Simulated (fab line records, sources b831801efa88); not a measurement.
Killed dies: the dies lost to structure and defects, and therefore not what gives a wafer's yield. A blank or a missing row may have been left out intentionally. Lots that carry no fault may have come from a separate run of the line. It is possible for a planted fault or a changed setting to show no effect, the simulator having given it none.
fab line records | flow gf180mcu
record: lots: 6 wafers: 18 last-day: 34
route steps=602 shown V2@399 M3@409
lots that met no fault: taken from a fault-free run of the same line
start-h: hours from the record's opening day to when the first of the lot's shown wafers began | wait-h: hours from the lot's prior step to this one | " repeats the value in the row above | L1.1+2: several wafers, shown together as one row | - no value present, or no start provided | * or withheld: withheld | < > ~ a bound
route shown NAME@n: a module of which the file shows steps, and the number in the route of the first | usual: the fault-free wafers' mean and standard deviation | same: alike in all rows | chamber/n: place in a boat | sites: each site's reading | _std_site: standard deviation across them | _edge_site: inner sites' mean taken away from outer sites' mean | radius-mm: for every site, how far away it sits from the centre of the wafer | mask NAME#n: copy n | behind: tool/chamber where the wafer was last shaped | hold: reason for holding the lot/hours on hold/outcome of the hold | device: the n, p or np transistor that did not switch | end of line: the tests these same wafers got at the end of their route | a step given without rows: its recipe and nothing more | killed: dies lost to structure and defects at the first sort, not the wafer's yield | map: shows each die of a wafer: x if killed, . if not, _ if none is there
set.NAME: the setting the step ran with; set.NAME@STEP: the setting that earlier step ran with | model.NAME: the simulator's own value behind a step, which no gauge read
certain route steps with their lots: each step a table, each wafer a row
services: from which hour (start-h, from the record's first day; less than 0 if before it) a tool's chamber was out of use, for how many hours, and why
== steps ==
step: GF_V2_ETCH_17
recipe: chemistry: C4F8/O2/Ar mask-material: KrF target: SiO2 stop-on: TiN source-w: 1500 bias-w: 1200 pressure-mtorr: 40 c4f8-flow-sccm: withheld O2_flow_sccm: 6 Ar_flow_sccm: 300 time-s: withheld target-depth-a: 6300
usual: oes-product-au: 0.856/0.0045
columns lot.wafer tool chamber start-h wait-h oes-product-au
L468.4 rie-diel-01 0 - - 0.862
L468.5 " 1 " " 0.863
L468.6 " 0 " " 0.870
L471.1 rie-diel-04 1 - - 0.858
L471.3 " 3 " " 0.849
L471.5 " 1 " " 0.854
L482.2 rie-diel-04 2 - - 0.857
L482.4 " 0 " " 0.855
L482.5 " 3 " " 0.853
L483.1 rie-diel-01 2 - - 0.857
L483.2 " 3 " " 0.851
L483.6 " 2 " " 0.857
L489.2 rie-diel-04 1 - - 0.851
L489.4 " 3 " " 0.858
L489.5 " 2 " " 0.858
L490.4 rie-diel-04 1 - - 0.855
L490.5 " 2 " " 0.856
L490.6 " 3 " " 0.851
step: GF_V2_STRIP_18
recipe: chemistry: O2/N2 power-w: 1400 pressure-mtorr: 1500 platen-temp-c: 250 o2-flow-sccm: 3000 n2-flow-sccm: 300 overash-fraction: 0.5
step: GF_V2_STRIP_19
recipe: chemistry: post-etch-residue-remover time-s: 1200 temp-c: 72.5
step: GF_V2_CLEAN_20
recipe: chemistry: DIW dry: n2-spin
step: GF_V2_SPUTTER_21
recipe: material: Ti target-thk-nm: 15 chamber-pressure-pa: 5 power-w: 2500 substrate-temp-c: 200 time-s: 80.02
usual: cathode-dc-power-W: 2500.0/0.44 chamber-pressure-pa: 4.998/0.0092 throttle-valve-pct: 30.0/1.3
columns lot.wafer tool chamber start-h wait-h cathode-dc-power-W chamber-pressure-pa throttle-valve-pct
L468.4 pvd-sputter-02 - 482.96 0.0 2499.8 5.015 29.7
L468.5 " - " " 2499.3 5.006 28.8
L468.6 " - " " 2500.0 5.004 28.4
L471.1 pvd-sputter-04 - 512.66 0.0 2499.9 5.009 30.2
L471.3 " - " " 2500.1 5.002 33.3
L471.5 " - " " 2499.7 4.998 29.7
L482.2 pvd-sputter-02 - 599.60 0.0 2500.2 5.012 30.1
L482.4 " - " " 2500.3 5.003 29.3
L482.5 " - " " 2500.2 5.004 28.7
L483.1 pvd-sputter-03 - 606.70 0.0 2499.0 5.014 29.6
L483.2 " - " " 2500.2 5.000 30.9
L483.6 " - " " 2499.6 4.999 30.9
L489.2 pvd-sputter-03 - 647.54 0.0 2499.1 4.988 30.7
L489.4 " - " " 2500.8 5.001 31.4
L489.5 " - " " 2500.5 5.001 30.9
L490.4 pvd-sputter-02 - 649.20 0.0 2500.1 4.992 29.8
L490.5 " - " " 2500.5 4.999 29.8
L490.6 " - " " 2499.6 5.000 28.5
step: GF_V2_SPUTTER_22
recipe: material: TiN target-thk-nm: 10 chamber-pressure-pa: 5 power-w: 4000 time-s: 40
usual: cathode-dc-power-W: 4000.0/0.81 chamber-pressure-pa: 4.999/0.0093 throttle-valve-pct: 29.9/1.3
columns lot.wafer tool chamber start-h wait-h cathode-dc-power-W chamber-pressure-pa throttle-valve-pct
L468.4 pvd-sputter-02 - 483.02 0.0 4001.0 4.998 29.5
L468.5 " - " " 3998.5 5.017 28.6
L468.6 " - " " 3999.1 5.007 28.6
L471.1 pvd-sputter-04 - 512.72 0.0 4000.9 4.988 30.1
L471.3 " - " " 3999.7 4.998 33.4
L471.5 " - " " 4000.1 4.999 29.9
L482.2 pvd-sputter-02 - 599.66 0.0 4000.7 4.988 29.7
L482.4 " - " " 4000.1 4.994 29.6
L482.5 " - " " 3999.4 4.976 28.8
L483.1 pvd-sputter-03 - 606.77 0.0 3999.5 4.983 29.3
L483.2 " - " " 3999.3 4.986 30.8
L483.6 " - " " 4001.2 5.012 30.8
L489.2 pvd-sputter-03 - 647.60 0.0 3999.6 5.011 30.6
L489.4 " - " " 3999.4 4.994 31.4
L489.5 " - " " 3999.0 4.992 31.0
L490.4 pvd-sputter-02 - 649.26 0.0 4002.0 5.005 29.8
L490.5 " - " " 4000.7 5.004 30.1
L490.6 " - " " 4000.0 4.997 28.8
step: GF_V2_CVD_23
recipe: material: W target-thk-nm: 350 time-s: 104.94 temp-c: 400 pressure-torr: 40
step: GF_V2_RS_MEAS_24
recipe: thk-meas-gauge: four-point-probe reads: W_of_V2_CVD_23+TiN_of_V2_SPUTTER_22+Ti_of_V2_SPUTTER_21
usual: V2_W_RS: 0.328/0.0051
columns lot.wafer tool chamber start-h wait-h V2_W_RS[ohm/sq]
L468.4 film-metro-01 - 483.23 0.1 0.327
L468.5 " - " " 0.327
L468.6 " - " " 0.324
L471.1 film-metro-01 - 512.87 0.1 0.326
L471.3 " - " " 0.328
L471.5 " - " " 0.325
L482.2 film-metro-01 - 599.83 0.1 0.332
L482.4 " - " " 0.331
L482.5 " - " " 0.337
L483.1 film-metro-04 - 606.92 0.1 0.327
L483.2 " - " " 0.333
L483.6 " - " " 0.333
L489.2 film-metro-02 - 647.77 0.1 0.334
L489.4 " - " " 0.333
L489.5 " - " " 0.330
L490.4 film-metro-01 - 649.48 0.1 0.330
L490.5 " - " " 0.323
L490.6 " - " " 0.336
step: GF_V2_THK_MEAS_25
recipe: thk-meas-gauge: xrf reads: W_of_V2_CVD_23
usual: V2_W_THK: 361/8.7
columns lot.wafer tool chamber start-h wait-h V2_W_THK[nm]
L468.4 film-metro-01 - 483.32 0.1 367
L468.5 " - " " 368
L468.6 " - " " 372
L471.1 film-metro-01 - 512.99 0.1 368
L471.3 " - " " 367
L471.5 " - " " 371
L482.2 film-metro-01 - 599.94 0.1 364
L482.4 " - " " 367
L482.5 " - " " 360
L483.1 film-metro-04 - 607.04 0.1 354
L483.2 " - " " 349
L483.6 " - " " 348
L489.2 film-metro-02 - 647.88 0.1 351
L489.4 " - " " 351
L489.5 " - " " 356
L490.4 film-metro-01 - 649.57 0.1 363
L490.5 " - " " 373
L490.6 " - " " 358
step: GF_V2_CMP_26
recipe: stop-on: SiO2 down-force-psi: 3.5 platen-rpm: 60 t-overpolish-s: 15 target-thk-nm: 0 pad-velocity-m-s: 0.94248
step: GF_M3_SPUTTER_00
recipe: material: Ti target-thk-nm: 37.5 arriving-ion-energy-ev: 80 substrate-temp-c: 200 chamber-pressure-pa: 2 power-w: 4000 time-s: 150
step: GF_M3_SPUTTER_01
recipe: material: TiN target-thk-nm: 30 power-w: 6500 time-s: 25 chamber-pressure-pa: 0.4
usual: cathode-dc-power-W: 6499.8/1.1 chamber-pressure-pa: 0.4000/0.0008 throttle-valve-pct: 30.2/0.89
columns lot.wafer tool chamber start-h wait-h cathode-dc-power-W chamber-pressure-pa throttle-valve-pct
L468.4 pvd-sputter-03 - 483.75 0.1 6499.9 0.4001 29.6
L468.5 " - " " 6499.8 0.4009 31.2
L468.6 " - " " 6501.3 0.3995 30.9
L471.1 pvd-sputter-03 - 513.58 0.1 6499.1 0.3998 29.4
L471.3 " - " " 6499.3 0.3993 31.6
L471.5 " - " " 6499.8 0.4000 30.8
L482.2 pvd-sputter-03 - 600.39 0.1 6498.6 0.4007 31.0
L482.4 " - " " 6500.7 0.3997 30.8
L482.5 " - " " 6499.6 0.3993 29.5
L483.1 pvd-sputter-01 - 607.50 0.1 6502.8 0.3998 30.4
L483.2 " - " " 6499.0 0.3997 30.8
L483.6 " - " " 6501.5 0.4015 30.9
L489.2 pvd-sputter-03 - 648.33 0.1 6500.2 0.4002 30.6
L489.4 " - " " 6497.9 0.3990 29.3
L489.5 " - " " 6501.5 0.3988 31.1
L490.4 pvd-sputter-03 - 650.09 0.0 6498.4 0.4010 31.5
L490.5 " - " " 6498.2 0.3989 31.1
L490.6 " - " " 6500.0 0.4003 30.6
step: GF_M3_SPUTTER_02
recipe: material: AlCu target-thk-nm: 450 power-w: 10600 time-s: 23.9 chamber-pressure-pa: 0.4
usual: cathode-dc-power-W: 10600/1.8 chamber-pressure-pa: 0.3999/0.00078 throttle-valve-pct: 30.2/0.9
columns lot.wafer tool chamber start-h wait-h cathode-dc-power-W chamber-pressure-pa throttle-valve-pct
L468.4 pvd-sputter-03 - 483.78 0.0 10600 0.3987 29.6
L468.5 " - " " 10601 0.3988 31.2
L468.6 " - " " 10601 0.4004 31.1
L471.1 pvd-sputter-03 - 513.61 0.0 10601 0.3995 29.6
L471.3 " - " " 10602 0.3989 31.1
L471.5 " - " " 10598 0.4001 30.9
L482.2 pvd-sputter-03 - 600.42 0.0 - - -
L482.4 " - " " - - -
L482.5 " - " " - - -
L483.1 pvd-sputter-01 - 607.53 0.0 - - -
L483.2 " - " " - - -
L483.6 " - " " - - -
L489.2 pvd-sputter-03 - 648.36 0.0 10601 0.4003 30.9
L489.4 " - " " 10602 0.3988 29.3
L489.5 " - " " 10597 0.4005 30.6
L490.4 pvd-sputter-03 - 650.12 0.0 10604 0.3994 31.2
L490.5 " - " " 10600 0.3996 31.0
L490.6 " - " " 10602 0.4004 31.0
step: GF_M3_SPUTTER_03
recipe: material: Ti target-thk-nm: 10 substrate-temp-c: 300 chamber-pressure-pa: 0.3 power-w: 3000 time-s: 6.7
usual: cathode-dc-power-W: 3000.0/0.6 chamber-pressure-pa: 0.3000/0.00063 throttle-valve-pct: 30.2/0.87
columns lot.wafer tool chamber start-h wait-h cathode-dc-power-W chamber-pressure-pa throttle-valve-pct
L468.4 pvd-sputter-03 - 483.81 0.0 2999.7 0.3012 29.6
L468.5 " - " " 3000.2 0.2990 31.1
L468.6 " - " " 2998.8 0.3004 30.9
L471.1 pvd-sputter-03 - 513.64 0.0 3000.6 0.2994 29.6
L471.3 " - " " 2999.7 0.2997 31.3
L471.5 " - " " 2999.2 0.2990 30.8
L482.2 pvd-sputter-03 - 600.45 0.0 2999.7 0.3003 30.8
L482.4 " - " " 3001.5 0.3002 30.6
L482.5 " - " " 2999.1 0.3016 29.4
L483.1 pvd-sputter-01 - 607.56 0.0 3000.5 0.2995 30.6
L483.2 " - " " 3000.6 0.2985 30.5
L483.6 " - " " 2999.9 0.2999 30.6
L489.2 pvd-sputter-03 - 648.39 0.0 3000.5 0.2997 31.1
L489.4 " - " " 2999.4 0.3004 29.4
L489.5 " - " " 2999.9 0.3009 30.7
L490.4 pvd-sputter-03 - 650.14 0.0 2999.0 0.3012 31.4
L490.5 " - " " 3001.5 0.3002 31.0
L490.6 " - " " 2999.4 0.3000 30.9
step: GF_M3_SPUTTER_04
recipe: material: TiN target-thk-nm: 50 power-w: 6500 time-s: 41.7 chamber-pressure-pa: 0.4
step: GF_M3_RS_MEAS_05
recipe: thk-meas-gauge: four-point-probe reads: TiN_of_M3_SPUTTER_04+Ti_of_M3_SPUTTER_03+AlCu_of_M3_SPUTTER_02+TiN_of_M3_SPUTTER_01+Ti_of_M3_SPUTTER_00
usual: M3_ALCU_RS: 0.0693/0.00072
columns lot.wafer tool chamber start-h wait-h M3_ALCU_RS[ohm/sq]
L468.4 film-metro-04 - 483.93 0.1 0.0695
L468.5 " - " " 0.0699
L468.6 " - " " 0.0698
L471.1 film-metro-01 - 513.70 0.0 0.0689
L471.3 " - " " 0.0687
L471.5 " - " " 0.0692
L482.2 film-metro-04 - 600.53 0.0 7.1480
L482.4 " - " " 7.1111
L482.5 " - " " 7.1298
L483.1 film-metro-03 - 607.62 0.0 7.1014
L483.2 " - " " 7.1557
L483.6 " - " " 7.1661
L489.2 film-metro-03 - 648.47 0.0 0.0692
L489.4 " - " " 0.0691
L489.5 " - " " 0.0688
L490.4 film-metro-03 - 650.25 0.1 0.0703
L490.5 " - " " 0.0695
L490.6 " - " " 0.0700
step: GF_M3_THK_MEAS_06
recipe: thk-meas-gauge: xrf reads: AlCu_of_M3_SPUTTER_02
usual: M3_ALCU_THK: 459/5
columns lot.wafer tool chamber start-h wait-h M3_ALCU_THK[nm]
L468.4 film-metro-04 - 484.02 0.1 458
L468.5 " - " " 458
L468.6 " - " " 454
L471.1 film-metro-01 - 513.82 0.1 460
L471.3 " - " " 461
L471.5 " - " " 456
L482.2 film-metro-04 - 600.64 0.1 <0
L482.4 " - " " <0
L482.5 " - " " <0
L483.1 film-metro-03 - 607.74 0.1 <0
L483.2 " - " " <0
L483.6 " - " " <0
L489.2 film-metro-03 - 648.58 0.1 458
L489.4 " - " " 460
L489.5 " - " " 462
L490.4 film-metro-03 - 650.34 0.1 453
L490.5 " - " " 457
L490.6 " - " " 453
step: GF_M3_DEHYDRATE_07
recipe: temp-c: 200 time-s: 60
== services ==
columns tool chamber start-h hours kind
pvd-sputter-04 - 477.70 3.3 repair
rie-diel-04 3 480.88 2.4 repair
rie-diel-01 1 485.87 6.2 repair
pvd-sputter-03 0 497.05 - consumable-replace:kit
pvd-sputter-03 0 497.05 18.0 scheduled-down
pvd-sputter-03 0 497.05 18.0 vent-cycle
pvd-sputter-01 0 499.37 - consumable-replace:kit
pvd-sputter-01 0 499.37 18.0 scheduled-down
pvd-sputter-01 0 499.37 18.0 vent-cycle
rie-diel-04 0 509.30 5.2 repair
rie-diel-04 0 548.93 6.8 repair
rie-diel-04 2 555.11 6.5 repair
pvd-sputter-01 - 557.31 3.1 repair
pvd-sputter-02 - 581.57 7.5 repair
pvd-sputter-01 - 588.58 15.1 repair
rie-diel-04 1 600.68 3.8 repair
rie-diel-04 1 609.56 3.6 repair
rie-diel-04 0 619.81 4.6 repair
pvd-sputter-01 3 644.88 - consumable-replace:kit
rie-diel-04 0 648.04 29.1 repair
pvd-sputter-03 3 648.45 - consumable-replace:kit
pvd-sputter-03 3 648.45 18.0 scheduled-down
pvd-sputter-03 3 648.45 18.0 vent-cycle
rie-diel-04 2 649.18 3.7 repair
== key ==
first-sign: step: GF_M3_SPUTTER_02 reading: tool-record direction: missing
effect: step: GF_M3_RS_MEAS_05 reading: M3_ALCU_RS direction: up sigmas: 99+ usual: 0.0693 struck: 7.1353
effect: step: GF_M3_THK_MEAS_06 reading: M3_ALCU_THK direction: down sigmas: 91 usual: 459 struck: <0
met-at GF_M3_SPUTTER_02
struck-wafers L482.2,L482.4,L482.5,L483.1,L483.2,L483.6
later-rows-left-out L482.2,L482.4,L482.5,L483.1,L483.2,L483.6
sort-left-out L482.2,L482.4,L482.5,L483.1,L483.2,L483.6
onset-between 513.61 600.42
fault: kind: skipped-step-whole tool: pvd-sputter-01,pvd-sputter-03 chamber: - onset-h: 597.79 steps: GF_M3_SPUTTER_02 scope: struck-lots-only
sort-left-out: the simulated sort isn't trusted on such a fault, so these wafers' sort isn't shown, and their yield isn't known
later-rows-left-out: the simulator's readings of these wafers behind a module that went badly wrong aren't trusted and aren't shown, but for the sort
